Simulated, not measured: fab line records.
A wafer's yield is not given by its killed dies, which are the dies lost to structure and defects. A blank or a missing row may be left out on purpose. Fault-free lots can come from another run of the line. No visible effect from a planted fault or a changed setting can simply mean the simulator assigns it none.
A struck lot beside a sound one    flow gf180mcu    14 steps out of a route of 602
Sound: the wafers L144.2, L144.3, L144.5. Wafers L134.1, L134.5, L134.6 were the ones struck. The cause is given at the end.
For every step that has rows: the tool of each side, followed by ch and its chambers, followed by its first start. Under that, the readings that differ: sound wafers    struck wafers    difference of the means    sigmas: that difference in standard deviations of wafers without a fault.
alike: words and numbers the same on both sides, and readings whose means are apart by under 2 such deviations; not compared: readings that were withheld, readings missing a value for some wafer, numbers with overlapping values and no deviation given by the record, and bounds like >300 which may hide the same value.
The two part at a step that has a row with sigmas, a row that says differs or no value, or rows on one side only. Numbers that don't overlap but have no deviation are shown without sigmas and don't part them. Lack of a reading on every wafer of one side parts them only where that side has two or more wafers.

first, 2 steps without rows for these wafers: GF_M1_CLEAN_19 (cleans in DIW); GF_V1_CVD_00 (deposits SiO2, target thk 600 nm, time 100 s).
GF_V1_THK_MEAS_01:
  struck on filmMetro-01, day 19 13:16; sound on filmMetro-03, day 22 22:10
  alike: V1_CVD_00_THK
GF_V1_CVD_02: deposits SiO2 from TEOS, target thk 850 nm, time 94.851 s.
  sound on pecvd-04 ch 0,2, day 22 22:13; struck on pecvd-02 ch 0,1,2, day 19 13:19
  alike: heaterPowerW
GF_V1_THK_MEAS_03:
  struck on filmMetro-03, day 19 13:23; sound on filmMetro-02, day 22 22:18
  alike: V1_CVD_02_THK
GF_V1_CMP_04: polishes SiO2.
  sound on cmp-01 ch 0,2, day 22 22:24; struck on cmp-01 ch 0,3, day 19 13:30
  alike: motorCurrentA, platenRpm, timeToEndpointS
GF_V1_BOW_MEAS_05:
  struck on filmMetro-01, day 19 13:45; sound on filmMetro-03, day 22 22:40
  alike: V1_BOW
then, 5 steps without rows for these wafers: GF_V1_DEHYDRATE_06 (time 60 s); GF_V1_HMDS_07 (prime time 60 s); GF_V1_COAT_08; GF_V1_COAT_09 (resist thk 1000 nm); GF_V1_SOFTBAKE_10 (time 60 s).
GF_V1_EXPOSE_11: exposes mask Via1, target cd 260 nm.
  sound on krfScanner-02 ch 0, day 23 09:50; struck on krfScanner-01, day 20 01:55
  no value came back on the struck wafers for exposureDoseMJCm2, focusOffsetNm (nm); on the sound wafers exposureDoseMJCm2 reads 37.98 38.01 37.95
  alike: mask
then, 1 step without rows for these wafers: GF_V1_PEB_12 (peb time 90 s).

WHERE THEY PART
Within this record, at GF_V1_EXPOSE_11 only.

WHY: what had been put in by the simulator
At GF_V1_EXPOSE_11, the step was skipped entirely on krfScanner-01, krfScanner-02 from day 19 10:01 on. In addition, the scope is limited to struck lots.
